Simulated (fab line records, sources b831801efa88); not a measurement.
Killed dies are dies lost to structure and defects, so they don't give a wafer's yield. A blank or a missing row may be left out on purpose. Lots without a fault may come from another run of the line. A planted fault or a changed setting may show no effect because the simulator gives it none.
Chamber matching | flow sky130 | SKY_VIA2_ETCH_15 on rie_diel-03: 4 sister chambers
The step etches SiO2 in C4F8/O2/Ar, stops on TiN, target depth 546 nm, time 84 s. 16 wafers are shown with their chamber, then 8 later ones without.

WAFERS WITH THEIR CHAMBER
wafer  | chamber | oes_product_au (a.u.)
L075.1 | 2       | 0.941
L075.2 | 1       | 0.940
L075.4 | 3       | 0.931
L076.2 | 2       | 0.934
L076.3 | 0       | 0.945
L076.4 | 3       | 0.937
L077.2 | 0       | 0.944
L077.4 | 2       | 0.941
L077.6 | 0       | 0.943
L081.2 | 0       | 0.936
L081.4 | 3       | 0.944
L081.6 | 0       | 0.931
L088.1 | 3       | 0.945
L088.3 | 0       | 0.943
L088.4 | 2       | 0.943
L091.2 | 3       | 0.929

SIGNATURES (means of the wafers above)
reading        | chamber 0 | chamber 1 | chamber 2 | chamber 3 | scatter within a chamber
oes_product_au | 0.94033   | 0.94000   | 0.93975   | 0.93720   | 0.00588
Rule: a wafer's distance from a chamber is the root of the sum, over the readings, of the square of ((its reading less the chamber's mean) divided by the reading's scatter). The wafer belongs to the nearest chamber; if the next one is less than 2 further off, it can't be placed. The scatter: the root of (the sum of the squares of (reading less its chamber's mean) over the shown wafers, divided by (wafers less chambers)).

WAFERS WITHOUT THEIR CHAMBER
wafer  | oes_product_au (a.u.)
L091.3 | 0.943
L091.6 | 0.935
L092.1 | 0.940
L092.3 | 0.942
L092.4 | 0.945
L097.2 | 0.940
L097.4 | 0.943
L097.6 | 0.946

WHICH CHAMBER EACH WENT THROUGH
wafer  | from the rows above               | in truth
L091.3 | can't be placed: 0 or 1 or 2 or 3 | 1
L091.6 | can't be placed: 3 or 2 or 1 or 0 | 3
L092.1 | can't be placed: 1 or 2 or 0 or 3 | 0
L092.3 | can't be placed: 0 or 1 or 2 or 3 | 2
L092.4 | can't be placed: 0 or 1 or 2 or 3 | 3
L097.2 | can't be placed: 1 or 2 or 0 or 3 | 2
L097.4 | can't be placed: 0 or 1 or 2 or 3 | 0
L097.6 | can't be placed: 0 or 1 or 2 or 3 | 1
Placed correctly: 0 of 8. Can't be placed from these rows: 8 (the true chamber is among the candidates in 8). Placed wrongly: 0.
